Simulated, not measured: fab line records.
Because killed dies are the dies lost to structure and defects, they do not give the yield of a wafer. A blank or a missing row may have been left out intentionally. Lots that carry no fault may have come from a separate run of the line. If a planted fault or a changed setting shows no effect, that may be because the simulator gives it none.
A struck lot beside a sound one -- flow gf180mcu -- 43 steps out of a route of 602
Sound: the wafers L224.1, L224.3, L224.4. Struck: wafers L233.1, L233.2, L233.5. The cause is given at the end.
At each step with rows: each side's tool, then ch and its chambers, then its first start. Under that, the readings that differ: sound wafers -- struck wafers -- difference of the means -- sigmas: that difference in standard deviations of wafers without a fault.
alike: words and numbers the same on both sides, and readings whose means are apart by under 2 such deviations; not compared: readings that were withheld, readings missing a value for some wafer, numbers with overlapping values and no deviation given by the record, and bounds like >300 which may hide the same value.
The two part at a step that has a row with sigmas, a row that says differs or no value, or rows on one side only. Numbers that have no deviation but don't overlap get no sigmas and don't part them. A reading that every wafer of one side lacks parts them only if that side has two wafers or more.

first, 1 step without rows for these wafers: GF_NWELL_IMPLANT_09.
GF_NWELL_STRIP_10: strips in O2/N2.
  sound on plasma_asher-04 ch 0,1, day 5 15:41; struck on plasma_asher-04 ch 0,1, day 7 12:01
  alike: drypump_motor_current_A, heater_power_w, oes_product_au, strip_time_to_endpoint_s
  not compared: rf_hours_counter_h
GF_NWELL_TW_MEAS_11:
  sound on film_metro-03, day 5 15:47; struck on film_metro-03, day 7 12:07
  alike: NWELL_TW
then, 7 steps without rows for these wafers: GF_LVPWELL_DEHYDRATE_00 (time 60 s); GF_LVPWELL_HMDS_01 (prime time 60 s); GF_LVPWELL_COAT_02 (resist thk 3000 nm); GF_LVPWELL_SOFTBAKE_03; GF_LVPWELL_EXPOSE_04 (exposes mask LVPWELL, target cd 600 nm); GF_LVPWELL_PEB_05; GF_LVPWELL_DEVELOP_06 (develop time 60 s).
GF_LVPWELL_OVL_MEAS_07:
  sound on overlay-01, day 6 06:37; struck on overlay-01, day 8 02:46
  alike: LVPWELL_OVL
next, for these wafers, 1 step has no rows: GF_LVPWELL_IMPLANT_08.
GF_LVPWELL_IMPLANT_09:
  sound on implanter-02 ch 0, day 6 06:47; struck on implanter-02, day 8 02:56
  no value came back on the struck wafers for beam_energy_keV, beam_on_s (s); on the sound wafers beam_energy_keV reads 59.973 59.981 59.972
GF_LVPWELL_STRIP_10: strips in O2/N2.
  sound on plasma_asher-01 ch 0,1, day 6 06:56; struck on plasma_asher-01 ch 0,1, day 8 03:05
  alike: drypump_motor_current_A, heater_power_w, oes_product_au, strip_time_to_endpoint_s
  not compared: rf_hours_counter_h
GF_LVPWELL_TW_MEAS_11:
  sound on film_metro-01, day 6 07:02; struck on film_metro-04, day 8 03:11
reading,sound,struck,difference,sigmas
LVPWELL_TW,558.3 559.6 559.7,524.6 524.9 525.4,-34.2,-13
then, 7 steps without rows for these wafers: GF_MVSD_DEHYDRATE_00 (time 60 s); GF_MVSD_HMDS_01 (prime time 60 s); GF_MVSD_COAT_02 (resist thk 3000 nm); GF_MVSD_SOFTBAKE_03; GF_MVSD_EXPOSE_04 (exposes mask MVSD, target cd 1000 nm); GF_MVSD_PEB_05; GF_MVSD_DEVELOP_06 (develop time 60 s).
GF_MVSD_OVL_MEAS_07:
  sound on overlay-02, day 6 21:16; struck on overlay-01, day 8 18:53
reading,sound,struck,difference,sigmas
MVSD_OVL (nm),-4.6 -3.8 -1.3,-2.0 1.3 -0.1,+3.0,+2
then, 2 steps without rows for these wafers: GF_MVSD_IMPLANT_08; GF_MVSD_IMPLANT_09.
GF_MVSD_STRIP_10: strips in O2/N2.
  sound on plasma_asher-01 ch 0,1, day 6 21:35; struck on plasma_asher-04 ch 0,1, day 8 19:13
  alike: drypump_motor_current_A, heater_power_w, oes_product_au, strip_time_to_endpoint_s
  not compared: rf_hours_counter_h
GF_MVSD_TW_MEAS_11:
  sound on film_metro-03, day 6 21:41; struck on film_metro-04, day 8 19:19
  alike: MVSD_TW
then, 7 steps without rows for these wafers: GF_MVPSD_DEHYDRATE_00 (time 60 s); GF_MVPSD_HMDS_01 (prime time 60 s); GF_MVPSD_COAT_02 (resist thk 3000 nm); GF_MVPSD_SOFTBAKE_03; GF_MVPSD_EXPOSE_04 (exposes mask MVPSD, target cd 1000 nm); GF_MVPSD_PEB_05; GF_MVPSD_DEVELOP_06 (develop time 60 s).
GF_MVPSD_OVL_MEAS_07:
  sound on overlay-02, day 7 12:27; struck on overlay-02, day 9 11:35
  alike: MVPSD_OVL
then, 2 steps without rows for these wafers: GF_MVPSD_IMPLANT_08; GF_MVPSD_IMPLANT_09.
GF_MVPSD_STRIP_10: strips in O2/N2.
  sound on plasma_asher-02 ch 0,1, day 7 13:04; struck on plasma_asher-02 ch 0,1, day 9 11:55
  alike: drypump_motor_current_A, heater_power_w, oes_product_au, strip_time_to_endpoint_s
  not compared: rf_hours_counter_h
GF_MVPSD_TW_MEAS_11:
  sound on film_metro-04, day 7 13:10; struck on film_metro-01, day 9 12:01
reading,sound,struck,difference,sigmas
MVPSD_TW,551 549 553,562 562 559,+10,+3
then, 3 steps without rows for these wafers: GF_VT_IMPLANT_DEHYDRATE_00 (time 60 s); GF_VT_IMPLANT_HMDS_01 (prime time 60 s); GF_VT_IMPLANT_COAT_02 (resist thk 1000 nm).
-- the record jumps here: 3 days lie between the struck wafers' starts before and after --
GF_VT_IMPLANT_RS_MEAS_48: the measuring method here is four-point-probe.
  sound on film_metro-03, day 10 09:08; struck on film_metro-01, day 12 14:05
reading,sound,struck,difference,sigmas
LVPWELL_RS (ohm/sq),1195 1196 1196,1532 1531 1526,+334,+90

== WHERE THEY PART ==
Earliest at GF_LVPWELL_IMPLANT_09; latest, in this record, at GF_VT_IMPLANT_RS_MEAS_48.

WHY: what had been put in by the simulator
Step skipped in full: implanter-02, at GF_LVPWELL_IMPLANT_09, from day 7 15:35 onward. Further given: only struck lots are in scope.
